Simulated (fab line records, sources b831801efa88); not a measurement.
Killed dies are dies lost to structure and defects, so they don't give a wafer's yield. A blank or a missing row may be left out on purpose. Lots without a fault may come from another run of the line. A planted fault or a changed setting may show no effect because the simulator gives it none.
Chamber matching | flow gf180mcu | GF_V3_CMP_04 on cmp-01: 4 sister chambers
The step polishes SiO2. 8 wafers are shown with their chamber, then 12 later ones without.

WAFERS WITH THEIR CHAMBER
wafer  | chamber | motor_current_A (A) | slurry_flow_ml_min
L089.3 | 1       | 11.6                | 149.6
L089.4 | 3       | 10.7                | 149.4
L091.1 | 2       | 11.1                | 148.9
L091.5 | 0       | 10.7                | 149.6
L091.6 | 1       | 10.3                | 149.4
L093.1 | 3       | 10.6                | 149.9
L093.4 | 2       | 11.5                | 150.1
L093.6 | 0       | 10.2                | 151.0

WAFERS WITHOUT THEIR CHAMBER
wafer  | motor_current_A (A) | slurry_flow_ml_min
L094.1 | 9.9                 | 149.5
L094.2 | 11.8                | 149.1
L094.3 | 11.1                | 150.6
L095.1 | 11.5                | 150.0
L095.3 | 11.7                | 149.6
L095.4 | 10.5                | 150.2
L096.1 | 10.6                | 150.1
L096.2 | 11.1                | 150.0
L096.4 | 11.1                | 150.3
L097.2 | 11.5                | 150.1
L097.5 | 11.7                | 149.6
L097.6 | 11.1                | 149.5

WHICH CHAMBER EACH WENT THROUGH
wafer  | from the rows above               | in truth
L094.1 | can't be placed: 3 or 0 or 1 or 2 | 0
L094.2 | can't be placed: 2 or 1 or 3      | 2
L094.3 | can't be placed: 0 or 1 or 3 or 2 | 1
L095.1 | can't be placed: 2 or 1 or 3 or 0 | 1
L095.3 | can't be placed: 2 or 1 or 3 or 0 | 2
L095.4 | can't be placed: 0 or 3 or 1 or 2 | 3
L096.1 | can't be placed: 0 or 3 or 1 or 2 | 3
L096.2 | can't be placed: 1 or 2 or 3 or 0 | 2
L096.4 | can't be placed: 1 or 2 or 0 or 3 | 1
L097.2 | can't be placed: 2 or 1 or 3 or 0 | 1
L097.5 | can't be placed: 2 or 1 or 3 or 0 | 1
L097.6 | can't be placed: 1 or 2 or 3 or 0 | 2
Placed correctly: 0 of 12. Can't be placed from these rows: 12 (the true chamber is among the candidates in 12). Placed wrongly: 0.
How it was worked out, from the rows above alone: a wafer's distance from a chamber is the root of the sum, over the readings, of the square of ((its reading less the chamber's mean) divided by the reading's scatter). The wafer belongs to the nearest chamber; if the next one is less than 2 further off, it can't be placed. A chamber's mean is the mean of its shown wafers. The scatter: the root of (the sum of the squares of (reading less its chamber's mean) over the shown wafers, divided by (wafers less chambers)).
